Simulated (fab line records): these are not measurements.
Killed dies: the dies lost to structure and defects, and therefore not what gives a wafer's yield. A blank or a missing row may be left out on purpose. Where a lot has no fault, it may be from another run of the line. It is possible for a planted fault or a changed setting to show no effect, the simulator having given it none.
Chamber matching ; flow sky130 ; SKY_FIELD_ISO_CMP_27 on cmp-02: 4 sister chambers
The step polishes, stops on Si3N4, t overpolish 16 s, target thk 457.8 nm. 36 wafers are shown with their chamber, then 12 later ones without.

WAFERS WITH THEIR CHAMBER
wafer;chamber;motor_current_A (A);time_to_endpoint_s (s);slurry_flow_ml_min
L074.1;3;15.0;119;149.4
L074.3;1;11.4;127;151.1
L074.5;0;11.5;114;149.8
L076.2;2;13.4;112;150.2
L076.5;0;11.7;111;150.1
L076.6;3;15.5;118;149.9
L077.1;0;10.9;112;150.5
L077.4;2;13.4;112;148.6
L077.6;1;11.7;118;149.9
L078.1;1;12.2;121;150.3
L078.4;2;13.8;120;149.9
L078.6;2;14.0;113;150.5
L079.2;1;10.8;125;150.8
L079.4;2;13.3;118;149.5
L079.5;3;15.3;119;149.7
L081.1;2;13.5;114;149.3
L081.3;3;14.6;115;149.4
L081.6;3;15.1;117;149.0
L082.1;0;11.4;110;149.9
L082.2;2;13.5;105;150.2
L082.5;1;11.7;115;150.7
L083.2;3;15.1;113;149.4
L083.3;1;11.8;120;150.6
L083.5;2;13.7;107;149.0
L084.1;0;11.3;108;150.0
L084.2;3;14.3;118;150.1
L084.5;0;11.3;105;149.6
L086.2;1;11.6;117;150.3
L086.3;2;13.5;110;150.4
L086.5;2;14.4;107;150.1
L088.1;2;13.7;109;149.8
L088.2;1;11.2;120;149.8
L088.6;1;11.5;117;150.2
L091.3;2;13.3;105;149.8
L091.4;3;14.7;112;150.2
L091.6;2;14.1;107;150.1

SIGNATURES (averages over the wafers above)
reading;chamber 0;chamber 1;chamber 2;chamber 3;scatter within a chamber
motor_current_A;11.350;11.544;13.662;14.950;0.355
time_to_endpoint_s;110.00;120.00;110.69;116.38;3.92
slurry_flow_ml_min;149.983;150.411;149.800;149.637;0.464
Rule: a wafer lies at a distance from a chamber equal to the root of the sum of squares, over the readings, of (its reading less the chamber's mean, divided by the reading's scatter). If the next closest chamber is less than 2 further off than the closest, the wafer can't be placed; otherwise it belongs to the closest. The scatter: take each reading less its chamber's mean, square it, sum over the shown wafers, divide by the number of wafers less the number of chambers, and take the root.

WAFERS WITHOUT THEIR CHAMBER
wafer;motor_current_A (A);time_to_endpoint_s (s);slurry_flow_ml_min
L092.2;13.3;110;149.7
L092.3;14.7;113;150.1
L092.6;15.6;111;149.3
L095.1;11.8;116;149.6
L095.3;14.9;110;150.7
L095.5;14.0;103;150.1
L096.1;14.5;113;149.3
L096.3;10.8;105;150.4
L096.4;13.0;105;149.6
L097.2;13.4;110;150.1
L097.4;15.3;113;150.0
L097.5;10.5;106;150.4

WHICH CHAMBER EACH WENT THROUGH
wafer;from the rows above;in truth
L092.2;2;2
L092.3;can't be placed: 3 or 2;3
L092.6;3;3
L095.1;can't be placed: 1 or 0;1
L095.3;can't be placed: 3 or 2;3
L095.5;2;2
L096.1;can't be placed: 3 or 2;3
L096.3;0;0
L096.4;2;2
L097.2;2;2
L097.4;3;3
L097.5;can't be placed: 0 or 1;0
Placed correctly: 7 of 12. Unplaceable from these rows: 5, with the true chamber sitting among the candidates in 5. Placed wrongly: 0.
